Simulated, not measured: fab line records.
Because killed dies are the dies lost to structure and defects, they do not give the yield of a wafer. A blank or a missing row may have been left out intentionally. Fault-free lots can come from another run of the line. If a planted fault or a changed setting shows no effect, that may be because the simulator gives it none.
8D (eight disciplines) problem report, filled in by code	flow sky130	the parts of the form that need people (team, actions taken, sign-off) are left out

1. WHAT IS WRONG
Mean of strip time to endpoint s at SKY_LDD_LDN_STRIP_12: 8.67 s across 9 wafers in 3 lots; on wafers with no fault it is 14.18 s (standard deviation 0.045). So: -99 or more standard deviations from the usual mean.
The step: strips in O2/N2.
Seen first at day 28 08:49 on plasma asher-04, wafer L575.4. Wafers with a number at this step in the record: 36, from 12 lots. By rule, "out" or "out of limits" means more than 4 standard deviations away from the usual mean. Any other wafer with a number is counted as sound.

2. WHAT IT IS, AND WHAT IT ISN'T
question	is	is not
which readings at this step	strip time to endpoint s, oes product au	-
which lots	L575, L576, L578	L560, L563, L564, L565, L566, L567, L570, L571, L583
which wafers of those lots	all that have a number	-
read on which tools	plasma asher-01, plasma asher-03, plasma asher-04	-
when	from day 28 08:49	up to then (24 sound wafers); but 3 sound wafers of L583 came after

3. SUSPECTS, AND WHAT RULES EACH OUT
Counting: any tool at a process step up to the reading is kept as a suspect provided that every lot that is out went through it and no sound lot did after the first of them.
- litho track-01 at SKY_LDD_LDN_COAT_02 (resist thk 1140 nm): kept. Every lot that is out went through it, starting with L575 (day 27 18:34), and after that it ran no sound lot; the last sound lot it ran before then is L570 (day 26 07:22).
The count leaves litho track-01 at SKY_LDD_LDN_COAT_02.

4. THE CAUSE (what the simulator had put in)
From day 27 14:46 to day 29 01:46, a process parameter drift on litho track-01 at SKY_LDD_LDN_COAT_02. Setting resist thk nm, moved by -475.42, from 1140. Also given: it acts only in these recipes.
This tool alone remained once counting was done.

5. THE EFFECT CHAIN, in route order
Rows list readings where the struck wafers' mean (over those with a number) sits beyond 3 standard deviations from the usual. Only readings for which the record gives a usual standard deviation are gone through. hours: the time from each lot's start at the first step in this table that gives one to its start at this step, as a median over the lots. sigmas: the change in usual standard deviations.
hours	step	reading	usual	on struck wafers	change	sigmas
0	SKY_LDD_LDN_STRIP_12	oes product au	0.716 a.u.	0.596	-0.120	-27
0	SKY_LDD_LDN_STRIP_12	strip time to endpoint s	14.18 s	8.67	-5.51	-99 or more
Process steps it contains:
- SKY_LDD_LDN_STRIP_12: strips in O2/N2.

6. HOW IT WOULD HAVE BEEN CAUGHT EARLIER
18 hours passed between the start of the fault at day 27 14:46 and the first reading out of limits in this record, taken at day 28 08:49.
No tool reading at SKY_LDD_LDN_COAT_02 that has a usual standard deviation in the record was out on any struck wafer, so an alarm limit of 4 standard deviations on those readings would not have fired.
Among the 3 lots that are out, L578 began SKY_LDD_LDN_COAT_02 on litho track-01 after day 28 08:49. It would have been spared by a hold on the tool at that moment.
